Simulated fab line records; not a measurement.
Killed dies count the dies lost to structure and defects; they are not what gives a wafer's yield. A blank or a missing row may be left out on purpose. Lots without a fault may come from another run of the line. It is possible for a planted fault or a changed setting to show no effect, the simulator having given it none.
What tool caused it? | flow sky130 | 11 lots (33 wafers sampled), 1 step of a 708-step route

WHAT THE GAUGES SHOWED, per wafer
SKY_CONTACT_CD_MEAS_14: the cd target is 170 nm. Usual: 169.9 nm for cdNm, sd 1.4.
lot  | measured     | on       | cdNm (nm)         | flag
L802 | day 32 22:02 | cdSem-02 | 171.2 173.3 172.0 | 
L803 | day 33 04:25 | cdSem-01 | 171.1 172.1 172.3 | 
L804 | day 33 15:08 | cdSem-02 | 168.0 168.3 168.9 | 
L805 | day 33 21:14 | cdSem-02 | 170.0 170.6 169.2 | 
L806 | day 34 03:13 | cdSem-02 | 168.2 168.7 170.4 | 
L808 | day 34 20:44 | cdSem-01 | 170.8 170.1 169.5 | 
L809 | day 35 06:33 | cdSem-01 | 170.4 171.2 171.1 | 
L810 | day 35 09:50 | cdSem-01 | 170.6 170.0 170.2 | 
L813 | day 36 06:08 | cdSem-02 | 169.5 168.4 170.2 | 
L816 | day 37 00:40 | cdSem-01 | 170.2 170.5 171.2 | 
L818 | day 37 15:27 | cdSem-01 | 169.6 169.0 170.2 | 

WHICH TOOL RAN EACH LOT (tool, then ch and the chambers of the sampled wafers, then the start)
Record: no process step prior to these readings.

AS READ BY THE TOOLS THEMSELVES (means over the sampled wafers that have a number; for cases with no such wafer, the mark the record gives instead)
The record holds no such reading with a usual standard deviation.

THE ANSWER, worked out from the rows above alone
Rule: a lot is off if the mean of its wafers that have a number lies more than 3 standard deviations from the usual mean. A lot without any number at a reading at which 4 lots or more have one is off too. Any other lot the step has rows for is counted as sound. After the gauges, taken in route order, come the tools' own readings; for these a lot's mean is taken, as printed above. The first step at which some lot is off is used, and at that step the reading that is off furthest; a lot without a number counts as furthest.
Nothing can be told from this: no lot is off at any reading shown.

WHAT THE SIMULATOR HAD PUT IN
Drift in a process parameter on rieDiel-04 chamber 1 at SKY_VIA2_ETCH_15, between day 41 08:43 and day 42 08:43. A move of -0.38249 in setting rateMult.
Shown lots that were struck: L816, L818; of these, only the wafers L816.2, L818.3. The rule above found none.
